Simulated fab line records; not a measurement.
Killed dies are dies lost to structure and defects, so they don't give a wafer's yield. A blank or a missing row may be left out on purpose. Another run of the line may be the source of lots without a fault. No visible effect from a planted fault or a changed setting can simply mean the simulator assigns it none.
fab line records | flow sky130
[record] lots = 5 wafers = 15 last_day = 49
route steps=708 shown CAPM@554 METAL3@555 VIA3@573 PAD_OPEN@708
lots that met no fault: from a run of the same line without faults
start_h: start of the lot's first displayed wafer, in hours after the record's first day | wait_h: hours elapsed since this lot's preceding step | " unchanged from the row above | L1.1+2: several wafers, shown together as one row | - value missing, or start not given | * or withheld: withheld | < > ~ a bound
route shown NAME@n: a module of which the file shows steps, and the number in the route of the first | usual: mean/standard deviation taken from wafers without a fault | same: alike in all rows | chamber/n: place in a boat | sites: per-site readings | _std_site: their standard deviation | _edge_site: outer sites' mean less inner sites' | radius_mm: how far each site lies from the wafer's centre | mask NAME#n: copy n | behind: the most recent tool/chamber to have shaped the wafer | hold: the reason the lot was held/the length of the hold in hours/how it ended | device: the n, p or np transistor that did not switch | end of line: tests of these same wafers at the route's end | a step without rows: its recipe alone | killed: count of dies lost to structure and defects at first sort (not the wafer's yield) | map: the dies of a wafer, with x for killed, . for not killed, _ for no die there
set.NAME: setting as actually run; set.NAME@STEP: the setting as run at that earlier step | model.NAME: the simulator's own value behind a step, which no gauge read
lots seen at some steps along the route; tables by step, rows by wafer
services: a tool's chamber out of use, with start hour (start_h, from the record's first day; less than 0 if before it), hours out, and reason
[[steps]]
[step SKY_CAPM_CLEAN_17]
[recipe] chemistry = O3/DIW dry = n2_spin
[step SKY_METAL3_DEHYDRATE_05]
[recipe] temp_c = 200 time_s = 60
[step SKY_METAL3_HMDS_06]
[recipe] prime_time_s = 60 prime_temp_c = 120
[step SKY_METAL3_COAT_07]
[recipe] resist = BARC temp_c = withheld time_s = withheld spin_rpm = 3000 resist_thk_nm = 60
[step SKY_METAL3_COAT_08]
[recipe] resist = KrF-thick spin_rpm = 3000 resist_thk_nm = 1140
[step SKY_METAL3_SOFTBAKE_09]
[recipe] temp_c = 100 time_s = 90 resist = KrF-thick
[step SKY_METAL3_EXPOSE_10]
[recipe] mask_id = MM3 na = 0.68 source_shape = annular sigma_inner = 0.4 sigma_outer = 0.8 target_cd_nm = 300 dose_mj = 28
[step SKY_METAL3_PEB_11]
[recipe] peb_temp_c = withheld peb_time_s = withheld resist = KrF-thick
[step SKY_METAL3_DEVELOP_12]
[recipe] develop_time_s = 60 resist = KrF-thick dev_temp_c = 21
[step SKY_METAL3_CD_MEAS_13]
[recipe] target_cd_nm = 300
[usual] cd_nm = 299.5/1.4
// columns lot.wafer tool chamber start_h wait_h cd_nm
L548.1 cd_sem-02 - 932.05 - 298.9
L548.4 " - " " 299.9
L548.5 " - " " 297.5
L550.1 cd_sem-01 - 935.36 - 299.6
L550.3 " - " " 299.0
L550.4 " - " " 300.5
L552.1 cd_sem-02 - 955.50 - 301.4
L552.2 " - " " 301.0
L552.5 " - " " 300.5
L553.2 cd_sem-02 - 955.87 - 300.7
L553.5 " - " " 301.1
L553.6 " - " " 300.1
L565.2 cd_sem-01 - 1039.98 - 296.3
L565.3 " - " " 296.7
L565.4 " - " " 297.7
[step SKY_METAL3_OVL_MEAS_14]
[usual] METAL3_OVL = -1/6.3
// columns lot.wafer tool chamber start_h wait_h METAL3_OVL[nm]
L548.1 overlay-01 - 932.17 0.1 -6
L548.4 " - " " 10
L548.5 " - " " -4
L550.1 overlay-01 - 935.48 0.1 -14
L550.3 " - " " -9
L550.4 " - " " -2
L552.1 overlay-02 - 955.62 0.1 4
L552.2 " - " " -2
L552.5 " - " " 4
L553.2 overlay-02 - 955.97 0.1 2
L553.5 " - " " -13
L553.6 " - " " -7
L565.2 overlay-01 - 1040.09 0.1 -6
L565.3 " - " " 8
L565.4 " - " " -8
[step SKY_METAL3_DESCUM_15]
[recipe] chemistry = O2 source_power_w = 150 bias_power_w = 0 pressure_mtorr = 10 temp_c = 40 time_s = 8
[step SKY_METAL3_ETCH_16]
[recipe] chemistry = N2/H2 target = BARC ion_energy_ev = 200 bias_w = 100 pressure_mtorr = 30 n2_flow_sccm = 100 h2_flow_sccm = 200 icp_w = 500 stop_on = SiO2 time_s = 88.2 target_depth_a = 600
[usual] chamber_pressure_mTorr = 29.995/0.026 drypump_motor_current_A = 6.1/0.41 oes_product_au = 0.626/0.0045 rf_fwd_power_W = 496.6/1.7 throttle_valve_pct = 13.203/0.0098
// columns lot.wafer tool chamber start_h wait_h chamber_pressure_mTorr drypump_motor_current_A oes_product_au rf_fwd_power_W rf_hours_counter_h throttle_valve_pct
L548.1 rie_metal-02 1 932.24 0.0 30.007 5.9 0.619 495.1 14 13.207
L548.4 " 0 " " 29.958 6.1 0.627 495.2 - 13.207
L548.5 " 1 " " 30.011 5.9 0.625 496.0 - 13.207
L550.1 rie_metal-01 1 935.55 0.0 29.965 6.6 0.631 497.7 9 13.213
L550.3 " 0 " " 30.022 6.6 0.634 495.7 - 13.200
L550.4 " 1 " " 30.018 6.6 0.629 496.3 - 13.189
L552.1 rie_metal-01 1 955.69 0.0 29.984 6.6 0.627 496.6 9 13.220
L552.2 " 0 " " 29.996 6.6 0.625 496.6 16 13.200
L552.5 " 0 " " 29.979 6.6 0.624 496.3 - 13.215
L553.2 rie_metal-04 1 956.04 0.0 30.025 5.4 0.621 496.1 11 13.201
L553.5 " 1 " " 30.019 5.5 0.627 499.2 - 13.199
L553.6 " 0 " " 30.000 5.9 0.630 494.1 - 13.198
L565.2 rie_metal-04 0 1040.15 0.0 30.039 5.9 0.620 495.0 21 13.187
L565.3 " 1 " " 30.017 5.4 0.625 494.5 - 13.205
L565.4 " 0 " " 29.974 5.9 0.632 497.6 - 13.203
[step SKY_METAL3_ETCH_17]
[recipe] target = SiO2 stop_on = TiN chemistry = C4F8/O2/Ar source_w = 1500 bias_w = 1200 pressure_mtorr = 40 c4f8_flow_sccm = withheld O2_flow_sccm = 6 Ar_flow_sccm = 300 time_s = 3.9 target_depth_a = 150
[usual] chamber_pressure_mTorr = 40.00/0.036 oes_product_au = 0.753/0.0069 rf_fwd_power_W = 1467/6.1
// columns lot.wafer tool chamber start_h wait_h chamber_pressure_mTorr oes_product_au rf_fwd_power_W rf_hours_counter_h
L548.1 rie_diel-01 0 932.33 0.1 39.96 0.753 1467 20
L548.4 " 1 " " 39.96 0.762 1474 -
L548.5 " 0 " " 39.92 0.758 1465 -
L550.1 rie_diel-02 0 935.65 0.1 40.03 0.742 1474 27
L550.3 " 3 " " 39.97 0.751 1474 4
L550.4 " 1 " " 40.00 0.750 1476 13
L552.1 rie_diel-03 2 955.78 0.1 40.03 0.746 1461 14
L552.2 " 1 " " 40.07 0.739 1469 6
L552.5 " 1 " " 39.97 0.742 1468 -
L553.2 rie_diel-02 3 956.13 0.1 39.98 0.744 1475 4
L553.5 " 2 " " 40.01 0.762 1471 -
L553.6 " 1 " " 39.99 0.749 1480 -
L565.2 rie_diel-01 0 1040.25 0.1 39.99 0.760 1467 24
L565.3 " 3 " " 40.00 0.756 1471 10
L565.4 " 2 " " 39.99 0.752 1472 -
[step SKY_METAL3_METAL_ETCH_18]
[recipe] target_depth_a = 8450 stop_on = SiO2 over_etch_frac = 0.3 time_s = 183.1 chemistry = Cl2/BCl3 resist_sidewall_deg = 88 pressure_mtorr = 10 icp_w = 900 bias_w = 48.5 Cl2_flow_sccm = 60 bcl3_flow_sccm = 30
[step SKY_METAL3_STRIP_19]
[recipe] chemistry = O2/N2 power_w = 1400 pressure_mtorr = 1500 platen_temp_c = withheld o2_flow_sccm = 3000 n2_flow_sccm = 300 overash_fraction = 0.5
[step SKY_METAL3_STRIP_20]
[recipe] chemistry = post_etch_residue_remover time_s = 1200 temp_c = 72.5
[step SKY_METAL3_CLEAN_21]
[recipe] chemistry = IPA time_s = 180 temp_c = 25
[step SKY_METAL3_CLEAN_22]
[recipe] chemistry = O3/DIW dry = n2_spin
[step SKY_VIA3_HDPCVD_00]
[recipe] material = SiO2 target_thk_nm = 1635 sigma_open_frac = 0.3 time_s = 272.5 temp_c = 400 sih4_flow_sccm = 60 pressure_mtorr = 6
[step SKY_VIA3_THK_MEAS_01]
[recipe] reads = SiO2_of_VIA3_HDPCVD_00
[usual] VIA3_HDPCVD_THK = 1627/19
// columns lot.wafer tool chamber start_h wait_h VIA3_HDPCVD_THK[nm]
L548.1 film_metro-04 - 933.30 0.1 1606
L548.4 " - " " 1628
L548.5 " - " " 1614
L550.1 film_metro-03 - 936.78 0.1 1624
L550.3 " - " " 1620
L550.4 " - " " 1626
L552.1 film_metro-04 - 956.74 0.1 1636
L552.2 " - " " 1657
L552.5 " - " " 1651
L553.2 film_metro-04 - 957.10 0.1 1657
L553.5 " - " " 1659
L553.6 " - " " 1649
L565.2 film_metro-03 - 1041.21 0.1 1618
L565.3 " - " " 1591
L565.4 " - " " 1635
[step SKY_VIA3_CMP_02]
[recipe] material = SiO2 down_force_psi = 4 platen_rpm = 60 pad_velocity_m_s = 0.94248
[usual] motor_current_A = 12.1/1.3 slurry_flow_ml_min = 150.0/0.49
// columns lot.wafer tool chamber start_h wait_h motor_current_A slurry_flow_ml_min
L548.1 cmp-02 0 933.36 0.1 11.1 150.5
L548.4 " 3 " " 10.8 149.7
L548.5 " 0 " " 11.0 150.2
L550.1 cmp-01 0 936.84 0.1 14.5 150.1
L550.3 " 1 " " 11.2 149.6
L550.4 " 3 " " 12.5 149.3
L552.1 cmp-01 3 956.80 0.1 12.3 149.0
L552.2 " 0 " " 15.1 150.7
L552.5 " 3 " " 12.2 150.1
L553.2 cmp-01 1 957.30 0.2 11.5 149.9
L553.6 " 2 " " 11.3 150.3
L553.5 " 3 " " 12.8 149.1
L565.4 cmp-01 1 1041.26 0.0 12.1 149.7
L565.3 " 2 " " 12.2 150.1
L565.2 " 3 " " 12.7 150.0
[step SKY_VIA3_BOW_MEAS_03]
[recipe] mode = bow
[usual] VIA3_BOW = 78/7.4
// columns lot.wafer tool chamber start_h wait_h VIA3_BOW[um]
L548.1 film_metro-03 - 933.66 0.2 78
L548.4 " - " " 96
L548.5 " - " " 90
L550.1 film_metro-03 - 937.14 0.2 72
L550.3 " - " " 61
L550.4 " - " " 67
L552.1 film_metro-02 - 957.10 0.2 94
L552.2 " - " " 68
L552.5 " - " " 80
L553.2 film_metro-02 - 957.47 0.1 72
L553.5 " - " " 77
L553.6 " - " " 72
L565.2 film_metro-04 - 1041.58 0.2 86
L565.3 " - " " 87
L565.4 " - " " 83
[step SKY_VIA3_DEHYDRATE_04]
[recipe] temp_c = 200 time_s = 60
[step SKY_VIA3_HMDS_05]
[recipe] prime_time_s = 60 prime_temp_c = 120
[step SKY_VIA3_COAT_06]
[recipe] resist = BARC temp_c = withheld time_s = withheld spin_rpm = 3000 resist_thk_nm = 60
[step SKY_VIA3_COAT_07]
[recipe] resist = KrF-thick spin_rpm = 3000 resist_thk_nm = 450
[step SKY_VIA3_SOFTBAKE_08]
[recipe] temp_c = 100 time_s = 90 resist = KrF-thick
[step SKY_VIA3_EXPOSE_09]
[recipe] mask_id = VIM3 na = 0.8 source_shape = annular sigma_inner = 0.55 sigma_outer = 0.85 target_cd_nm = 200 dose_mj = 38
[step SKY_VIA3_PEB_10]
[recipe] peb_temp_c = withheld peb_time_s = withheld resist = KrF-thick
[step SKY_VIA3_DEVELOP_11]
[recipe] develop_time_s = 60 resist = KrF-thick dev_temp_c = 21
[step SKY_VIA3_CD_MEAS_12]
[recipe] target_cd_nm = 200
[usual] cd_nm = 200.5/1.4
// columns lot.wafer tool chamber start_h wait_h cd_nm
L548.1 cd_sem-02 - 958.03 - 199.8
L548.4 " - " " 200.5
L548.5 " - " " 200.3
L550.1 cd_sem-02 - 962.11 - 200.4
L550.3 " - " " 202.5
L550.4 " - " " 201.1
L552.1 cd_sem-02 - 980.97 - 200.9
L552.2 " - " " 200.0
L552.5 " - " " 202.0
L553.2 cd_sem-02 - 981.23 - 201.5
L553.5 " - " " 201.0
L553.6 " - " " 200.6
L565.2 cd_sem-02 - 1063.95 - 200.7
L565.3 " - " " 201.8
L565.4 " - " " 201.4
[step SKY_VIA3_OVL_MEAS_13]
[usual] VIA3_OVL = 4/5.9
// columns lot.wafer tool chamber start_h wait_h VIA3_OVL[nm]
L548.1 overlay-02 - 958.15 0.1 0
L548.4 " - " " 6
L548.5 " - " " -3
L550.1 overlay-02 - 962.23 0.1 4
L550.3 " - " " 9
L550.4 " - " " 12
L552.1 overlay-01 - 981.09 0.1 9
L552.2 " - " " 4
L552.5 " - " " 3
L553.2 overlay-02 - 981.34 0.1 7
L553.5 " - " " 6
L553.6 " - " " 10
L565.2 overlay-01 - 1064.05 0.1 0
L565.3 " - " " -4
L565.4 " - " " 7
[step SKY_VIA3_ETCH_14]
[recipe] chemistry = N2/H2 target = BARC ion_energy_ev = 200 source_w = 500 bias_w = 100 pressure_mtorr = 30 n2_flow_sccm = 100 h2_flow_sccm = 200 stop_on = SiO2 time_s = 45.9 target_depth_a = 600
[usual] chamber_pressure_mTorr = 29.992/0.028 drypump_motor_current_A = 5.6/0.45 oes_product_au = 0.855/0.0046 rf_fwd_power_W = 495.1/1.5 throttle_valve_pct = 13.227/0.0085
// columns lot.wafer tool chamber start_h wait_h chamber_pressure_mTorr drypump_motor_current_A oes_product_au rf_fwd_power_W rf_hours_counter_h throttle_valve_pct
L548.1 rie_diel-04 3 958.18 0.0 30.020 6.2 0.848 492.7 2 13.225
L548.4 " 2 " " 29.970 5.7 0.862 492.4 21 13.222
L548.5 " 2 " " 30.001 5.7 0.856 491.6 - 13.235
L550.1 rie_diel-02 1 962.27 0.0 30.038 5.2 0.851 494.3 14 13.231
L550.3 " 2 " " 30.069 5.4 0.853 495.7 4 13.217
L550.4 " 0 " " 30.003 6.1 0.860 495.5 28 13.236
L552.1 rie_diel-02 0 981.12 0.0 29.999 6.1 0.850 498.2 29 13.221
L552.2 " 1 " " 30.026 5.2 0.859 496.8 14 13.224
L552.5 " 0 " " 30.007 6.1 0.852 496.2 - 13.239
L553.2 rie_diel-04 2 981.37 0.0 30.022 5.7 0.862 495.4 22 13.221
L553.5 " 2 " " 30.032 5.7 0.855 495.5 - 13.228
L553.6 " 3 " " 29.999 6.1 0.867 494.9 - 13.236
L565.2 rie_diel-01 3 1064.08 0.0 29.959 5.2 0.852 496.5 11 13.228
L565.3 " 0 " " 29.971 6.0 0.846 494.9 24 13.226
L565.4 " 2 " " 30.005 4.9 0.851 492.3 20 13.225
[step SKY_VIA3_ETCH_15]
[recipe] target = SiO2 chemistry = C4F8/O2/Ar target_depth_nm = 507 stop_on = TiN mask_material = KrF-thick source_w = 1500 bias_w = 1200 pressure_mtorr = 40 c4f8_flow_sccm = withheld O2_flow_sccm = 6 Ar_flow_sccm = 300 time_s = 78
[usual] chamber_pressure_mTorr = 40.00/0.037 oes_product_au = 0.946/0.0049 rf_fwd_power_W = 1489/4.3
// columns lot.wafer tool chamber start_h wait_h chamber_pressure_mTorr oes_product_au rf_fwd_power_W rf_hours_counter_h
L548.1 rie_diel-04 3 958.22 0.0 40.02 0.939 1484 3
L548.4 " 2 " " 40.04 0.944 1488 21
L548.5 " 2 " " 40.04 0.947 1493 -
L550.1 rie_diel-02 1 962.31 0.0 40.01 0.943 1496 14
L550.3 " 2 " " 40.03 0.948 1487 4
L550.4 " 0 " " 40.02 0.945 1494 28
L552.1 rie_diel-02 0 981.17 0.0 40.04 0.948 1496 29
L552.2 " 1 " " 40.03 0.940 1486 14
L552.5 " 0 " " 39.99 0.953 1501 -
L553.2 rie_diel-04 2 981.41 0.0 39.93 0.945 1488 22
L553.5 " 2 " " 40.07 0.948 1487 -
L553.6 " 3 " " 39.99 0.942 1481 -
L565.2 rie_diel-01 3 1064.12 0.0 40.05 0.952 1482 11
L565.3 " 0 " " 40.04 0.954 1491 24
L565.4 " 2 " " 40.01 0.944 1485 20
[step SKY_VIA3_STRIP_16]
[recipe] chemistry = O2/N2 power_w = 1400 pressure_mtorr = 1500 platen_temp_c = withheld o2_flow_sccm = 3000 n2_flow_sccm = 300 overash_fraction = 0.5
[step SKY_VIA3_STRIP_17]
[recipe] chemistry = post_etch_residue_remover time_s = 1200 temp_c = 72.5
[step SKY_VIA3_CLEAN_18]
[recipe] chemistry = IPA time_s = 180 temp_c = 25
[step SKY_VIA3_CLEAN_19]
[recipe] chemistry = O3/DIW dry = n2_spin
[step SKY_VIA3_SPUTTER_20]
[recipe] material = TiN target_thk_nm = 20 chamber_pressure_pa = 5 power_w = 4000 time_s = 80
[step SKY_VIA3_CVD_21]
[recipe] material = W target_thk_nm = 390 time_s = 117.31 temp_c = 400 pressure_torr = 40
[usual] heater_power_w = 857/45
// columns lot.wafer tool chamber start_h wait_h heater_power_w
L548.1 cvd_w-01 0 958.94 0.0 805
L548.4 " 0 " " 799
L548.5 " 1 " " 854
L550.1 cvd_w-01 0 963.02 0.0 785
L550.3 " 0 " " 800
L550.4 " 1 " " 864
L552.1 cvd_w-02 0 981.89 0.0 884
L552.2 " 1 " " 934
L552.5 " 0 " " 878
L553.2 cvd_w-01 0 982.15 0.0 795
L553.5 " 0 " " 813
L553.6 " 1 " " 877
L565.2 cvd_w-01 0 1064.92 0.0 796
L565.3 " 0 " " 800
L565.4 " 1 " " 851
[step SKY_VIA3_RS_MEAS_22]
[recipe] thk_meas_gauge = four-point-probe reads = W_of_VIA3_CVD_21+TiN_of_VIA3_SPUTTER_20
[usual] VIA3_W_RS = 0.293/0.0043
// columns lot.wafer tool chamber start_h wait_h VIA3_W_RS[ohm/sq]
L548.1 film_metro-02 - 959.06 0.1 0.294
L548.4 " - " " 0.292
L548.5 " - " " 0.299
L550.1 film_metro-04 - 963.15 0.1 0.293
L550.3 " - " " 0.292
L550.4 " - " " 0.291
L552.1 film_metro-02 - 982.01 0.1 0.291
L552.2 " - " " 0.283
L552.5 " - " " 0.289
L553.2 film_metro-03 - 982.30 0.1 0.298
L553.5 " - " " 0.298
L553.6 " - " " 0.301
L565.2 film_metro-03 - 1065.07 0.1 0.294
L565.3 " - " " 0.297
L565.4 " - " " 0.299
[step SKY_PAD_OPEN_PROBE_99]
[usual] defect_limited_yield = 82.4/1.8 killed_at_M0_to_M3 = 44/6 killed_at_M4_up = 2.9/1.5 killed_at_contacts = 24/4.9 killed_at_front_end = 16/4.3 killed_at_other = 0.3/0.54 killed_dies = 87/8.7 killed_open = 48/6.7 killed_short = 39/5.9 sort_bin_3_pad_short = 0.9/0.4 sort_bin_5_function = 10.5/1.5 sort_bin_6_memory = 6.2/1.1 sort_n_pass = 405/8.7 sort_yield_pct = 82.4/1.8
[same] gross_dies = 492 killed_at_back_side = 0 sort_bin_4_leakage[%] = 0 sort_bin_8_speed[%] = 0
// columns lot.wafer tool chamber start_h wait_h defect_limited_yield[%] killed_at_M0_to_M3 killed_at_M4_up killed_at_contacts killed_at_front_end killed_at_other killed_dies killed_open killed_short sort_bin_3_pad_short[%] sort_bin_5_function[%] sort_bin_6_memory[%] sort_n_pass sort_yield_pct[%] model.etest.tester.sort_n_pass model.etest.tester.sort_yield_pct model.etest.tester.sort_bin_5_pct model.etest.tester.sort_bin_3_pct
L548.1 prober-02 - 1101.93 0.1 77.2 50 7 31 24 0 112 64 48 0.8 14.0 7.9 380 77.2 380 77.24 14.02 0.813
L548.4 prober-02 - 1102.08 0.2 83.3 43 1 31 7 0 82 37 45 0.2 10.6 5.9 410 83.3 410 83.33 10.57 0.2033
L548.5 prober-02 - 1102.13 0.2 81.9 49 3 23 13 1 89 42 46 0.6 11.2 6.3 403 81.9 403 81.91 11.18 0.6098
L565.2 prober-02 - 1187.43 0.1 81.7 44 4 22 19 1 90 52 36 0.8 11.2 6.3 402 81.7 402 81.71 11.18 0.813
L565.3 prober-02 - 1187.48 0.2 76.4 83 0 17 16 0 116 40 27 1.6 16.3 5.7 376 76.4 376 76.42 16.26 1.626
L565.4 prober-02 - 1187.53 0.2 81.9 47 4 22 16 0 89 48 38 0.8 11.8 5.5 403 81.9 403 81.91 11.79 0.813
// killed by level:class
L548.1 LI_CONTACT:geometric_particle:open=10 FIELD_ISO:geometric_particle:short=9 VIA1:geometric_particle:open=9 CONTACT:geometric_particle:open=9 VIA3:geometric_particle:open=9 VIA2:geometric_particle:open=8 METAL1:geometric_particle:short=7 FIELD_ISO:geometric_particle:open=5
L548.4 CONTACT:geometric_particle:open=13 VIA1:geometric_particle:short=7 METAL2:geometric_particle:short=7 LI_CONTACT:geometric_particle:open=6 VIA1:geometric_particle:open=6 VIA2:geometric_particle:open=6 LOCAL_INTERCONNECT:geometric_particle:short=5 CONTACT:geometric_particle:short=5
L548.5 METAL2:geometric_particle:short=10 VIA1:geometric_particle:open=10 CONTACT:geometric_particle:open=8 LI_CONTACT:geometric_particle:open=6 CONTACT:geometric_particle:short=6 VIA2:geometric_particle:open=6 VIA1:geometric_particle:short=5 METAL3:geometric_particle:short=5
L565.2 VIA1:geometric_particle:open=12 METAL2:geometric_particle:short=8 POLY_GATE:geometric_particle:open=7 CONTACT:geometric_particle:short=7 VIA3:geometric_particle:open=7 VIA2:geometric_particle:open=7 CONTACT:geometric_particle:open=6 LI_CONTACT:geometric_particle:open=5
L565.3 METAL3:unspecified=49 CONTACT:geometric_particle:open=9 VIA3:geometric_particle:open=7 FIELD_ISO:geometric_particle:open=5 METAL2:geometric_particle:short=5 VIA2:geometric_particle:open=5 FIELD_ISO:geometric_particle:short=4 LI_CONTACT:geometric_particle:open=4
L565.4 VIA1:geometric_particle:open=11 CONTACT:geometric_particle:open=10 VIA2:geometric_particle:open=8 METAL1:geometric_particle:short=6 FIELD_ISO:geometric_particle:open=5 CONTACT:geometric_particle:short=5 VIA3:geometric_particle:open=5 POLY_GATE:geometric_particle:short=4
// map L565.3 (x killed, . not)
__________....x....x_________
________x...xx.x.x.x.._______
______.....xxx.x...x...._____
_____....xxxxxxxxx...x...____
____......xxxxxxxxxx..x..x___
___...x..xxxxxxxxx.xx...x..__
__...x.xx.xxxxxxxxx........x_
_.....x....x.xxx..........x.x
_.xx............x.x...xx..x.x
_.........................x..
_........................x...
_..................x....x....
_.x....x.........xx.....x....
_.....x.......x.x.x....x...x.
_x................x..........
__..............x.........x._
___........xx....x....x....__
____........xx.x....x.....___
_____..........x..xx.x...____
______....x...x.xx......_____
________..x.x....x...._______
__________..x.....x._________
// map L553.6 (x killed, . not)
__________....x..x.._________
________.x.......xx..._______
______.........x........_____
_____xx..................____
____.x..x.....xx..xx....x.___
___....x..........x.....x..__
__..x...x....xxxxx.x.x.....x_
_..x.x.........x....xx.....x.
_.x...x..x..x.......xx..x...x
_x........x.x........x....xx.
_x..xx............x....x.....
_...............x.x.xx..x...x
_....xxx.......x..........x..
_.....x..x..x....x......x....
_......x....x......x.x..x.x..
__....x......x..x.....x....._
___.................x....xx__
____............x...x.x...___
_____...x..........x...x.____
______...xx..x......x..._____
________.x..x..x......_______
__________...x......_________
[[services]]
// columns tool chamber start_h hours kind
cmp-02 - 912.77 4.0 pm
rie_diel-02 0 913.75 4.2 repair
rie_diel-04 1 915.12 7.9 repair
cmp-01 - 918.79 1.3 repair
rie_metal-04 1 918.84 24.1 repair
rie_metal-02 - 919.17 2.8 pm
rie_diel-01 2 922.82 14.6 repair
rie_diel-03 0 924.74 5.8 repair
rie_diel-04 3 925.16 3.4 repair
rie_diel-02 2 930.15 5.0 repair
cmp-01 - 943.33 0.4 repair
rie_diel-02 3 949.35 1.3 repair
cmp-01 - 960.52 2.7 repair
rie_diel-01 - 977.94 2.8 pm
cmp-02 - 984.65 1.8 repair
cmp-01 - 985.36 4.5 repair
rie_diel-01 3 986.28 10.2 repair
rie_diel-04 2 991.01 8.9 repair
rie_diel-02 - 1010.87 2.8 pm
rie_diel-02 - 1016.30 15.6 pm
rie_diel-04 - 1017.37 0.2 repair
rie_diel-01 1 1036.50 9.4 repair
rie_metal-01 - 1047.69 2.8 pm
rie_diel-02 - 1056.97 0.3 repair
[[key]]
[first_sign] step = SKY_PAD_OPEN_PROBE_99 reading = killed_at_M0_to_M3 direction = up sigmas = 6.5 usual = 44 struck = 83
[effect] step = SKY_PAD_OPEN_PROBE_99 reading = sort_bin_5_function direction = up sigmas = 3.8 usual = 10.5 struck = 16.3
[model_effect] step = SKY_PAD_OPEN_PROBE_99 value = etest.tester.sort_n_pass without = 418 struck = 376
met_at SKY_METAL3_ETCH_16
struck_wafers L565.3
onset_between 956.04 1040.15
[fault] kind = chamber_particle_source tool = rie_metal-04 chamber = 1 onset_h = 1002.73 steps = SKY_METAL3_ETCH_16 rate_per_visit_cm2 = 0.51825 end_h = 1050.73
